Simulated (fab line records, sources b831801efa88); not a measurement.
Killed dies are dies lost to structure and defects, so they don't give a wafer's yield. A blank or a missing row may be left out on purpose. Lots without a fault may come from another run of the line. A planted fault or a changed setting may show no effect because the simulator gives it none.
Which tool did it? | flow sky130 | 24 lots, 72 wafers sampled, at 3 steps of a route of 708

WHAT THE GAUGES READ, wafer by wafer
SKY_CONTACT_RS_MEAS_25: measures by four-point-probe.
lot  | measured     | on            | CONTACT_W_RS (ohm/sq)
L074 | day 31 21:05 | film_metro-04 | 0.335 0.333 0.332
L075 | day 32 03:35 | film_metro-03 | 0.336 0.336 0.337
L076 | day 32 07:51 | film_metro-01 | 0.337 0.333 0.332
L077 | day 32 14:38 | film_metro-01 | 0.341 0.341 0.338
L078 | day 32 21:35 | film_metro-03 | 0.345 0.339 0.342
L079 | day 33 05:41 | film_metro-03 | 0.344 0.336 0.341
L080 | day 33 14:34 | film_metro-03 | 0.333 0.341 0.335
L081 | day 34 10:51 | film_metro-03 | 0.339 0.340 0.338
L082 | day 34 13:00 | film_metro-04 | 0.345 0.340 0.345
L083 | day 34 13:51 | film_metro-03 | 0.335 0.338 0.340
L084 | day 34 17:05 | film_metro-03 | 0.333 0.336 0.337
L085 | day 35 04:26 | film_metro-04 | 0.332 0.332 0.339
L086 | day 35 13:55 | film_metro-04 | 0.332 0.335 0.335
L087 | day 36 01:20 | film_metro-01 | 0.335 0.336 0.332
L088 | day 36 04:17 | film_metro-04 | 0.336 0.336 0.336
L089 | day 36 10:03 | film_metro-01 | 0.338 0.340 0.338
L090 | day 36 17:26 | film_metro-03 | 0.341 0.344 0.339
L091 | day 37 04:13 | film_metro-04 | 0.338 0.336 0.337
L092 | day 37 10:28 | film_metro-03 | 0.334 0.335 0.334
L093 | day 37 12:31 | film_metro-01 | 0.333 0.335 0.335
L094 | day 37 22:10 | film_metro-03 | 0.342 0.343 0.346
L095 | day 38 07:13 | film_metro-04 | 0.334 0.337 0.332
L096 | day 38 12:01 | film_metro-03 | 0.330 0.334 0.334
L097 | day 38 18:17 | film_metro-01 | 0.344 0.341 0.342

SKY_METAL1_OVL_MEAS_16.
lot  | measured     | on         | METAL1_OVL (nm)
L074 | day 33 00:29 | overlay-02 | -12 -15 -8
L075 | day 33 06:19 | overlay-02 | -1 3 5
L076 | day 33 10:28 | overlay-02 | 4 -1 6
L077 | day 33 17:19 | overlay-02 | -4 0 2
L078 | day 34 00:52 | overlay-02 | -2 6 2
L079 | day 34 09:16 | overlay-02 | 3 -9 -1
L080 | day 34 18:10 | overlay-02 | -6 -4 -11
L081 | day 35 13:58 | overlay-02 | 4 0 15
L082 | day 35 16:07 | overlay-01 | 5 -2 3
L083 | day 35 17:13 | overlay-01 | 3 1 -2
L084 | day 35 20:04 | overlay-02 | 12 13 15
L085 | day 36 07:52 | overlay-01 | -1 0 -2
L086 | day 36 16:58 | overlay-02 | -5 -7 8
L087 | day 37 04:37 | overlay-01 | -11 -7 -5
L088 | day 37 06:22 | overlay-02 | -2 7 7
L089 | day 37 13:01 | overlay-02 | 8 8 12
L090 | day 37 19:55 | overlay-01 | -2 8 -8
L091 | day 38 06:58 | overlay-01 | 2 -3 6
L092 | day 38 13:16 | overlay-02 | 12 1 -1
L093 | day 38 15:07 | overlay-02 | -1 6 -6
L094 | day 39 00:04 | overlay-01 | 0 7 11
L095 | day 39 09:22 | overlay-02 | 7 11 14
L096 | day 39 14:31 | overlay-01 | -2 -3 7
L097 | day 39 20:07 | overlay-02 | -7 -13 2

SKY_METAL2_CD_MEAS_15: target cd 140 nm.
lot  | measured     | on        | cd_nm (nm)
L074 | day 35 09:01 | cd_sem-01 | 143.4 142.3 142.1
L075 | day 35 13:49 | cd_sem-02 | 138.4 138.0 136.9
L076 | day 35 19:15 | cd_sem-01 | 141.3 140.2 139.8
L077 | day 36 00:58 | cd_sem-02 | 138.2 138.3 138.2
L078 | day 36 09:11 | cd_sem-01 | 139.7 139.4 140.0
L079 | day 36 17:13 | cd_sem-02 | 137.4 138.5 137.5
L080 | day 37 02:08 | cd_sem-01 | 139.7 139.1 139.9
L081 | day 37 22:02 | cd_sem-02 | 137.4 137.1 139.1
L082 | day 38 00:09 | cd_sem-01 | 137.9 136.8 139.0
L083 | day 38 00:36 | cd_sem-01 | 139.7 139.2 139.1
L084 | day 38 03:51 | cd_sem-01 | 141.3 140.5 138.3
L085 | day 38 13:29 | cd_sem-01 | 140.9 141.7 143.2
L086 | day 38 22:30 | cd_sem-01 | 137.3 138.1 138.6
L087 | day 39 10:48 | cd_sem-01 | 140.4 140.1 140.7
L088 | day 39 11:27 | cd_sem-02 | 138.5 138.4 138.8
L089 | day 39 19:21 | cd_sem-02 | 140.7 140.0 139.6
L090 | day 39 23:50 | cd_sem-02 | 141.0 140.8 140.2
L091 | day 40 11:06 | cd_sem-01 | 140.5 141.1 141.8
L092 | day 40 17:19 | cd_sem-02 | 140.2 143.1 141.7
L093 | day 40 19:26 | cd_sem-01 | 137.5 139.2 138.7
L094 | day 41 03:31 | cd_sem-02 | 140.4 141.4 139.3
L095 | day 41 12:29 | cd_sem-01 | 140.5 139.9 139.1
L096 | day 41 17:31 | cd_sem-02 | 141.3 138.9 137.3
L097 | day 41 23:38 | cd_sem-01 | 141.0 140.6 142.6

WHICH TOOL RAN EACH LOT (tool, then ch and the chambers of the sampled wafers, then the start)
The record holds no process step before these readings.

WHAT THE TOOLS THEMSELVES READ (means of the sampled wafers that have a number; where no wafer has one, the mark that the record gives instead)
The record holds no such reading with a usual standard deviation.

THE ANSWER, worked out from the rows above alone
Rule: what is usual is taken from the lots themselves. Put in order of their means at a reading, lots are off if they are a third of the lots or fewer, leave a main group of 4 or more, and stand apart from it by a gap of 3 or more times the standard deviation of the main group's means; of several such gaps the widest counts. A main group whose means are all the same, to the digits that the tables above print for the reading, isn't used. A lot without any number at a reading at which 4 lots or more have one is off too. The other lots that the step has rows for count as sound. The gauges are gone through in route order, then the tools' own readings, and for those a lot's mean is taken as printed above. The first step at which some lot is off is used, and at that step the reading that is off furthest; a lot without a number counts as furthest.
No lot is off at any reading shown: from this, nothing can be told.

WHAT THE SIMULATOR HAD PUT IN
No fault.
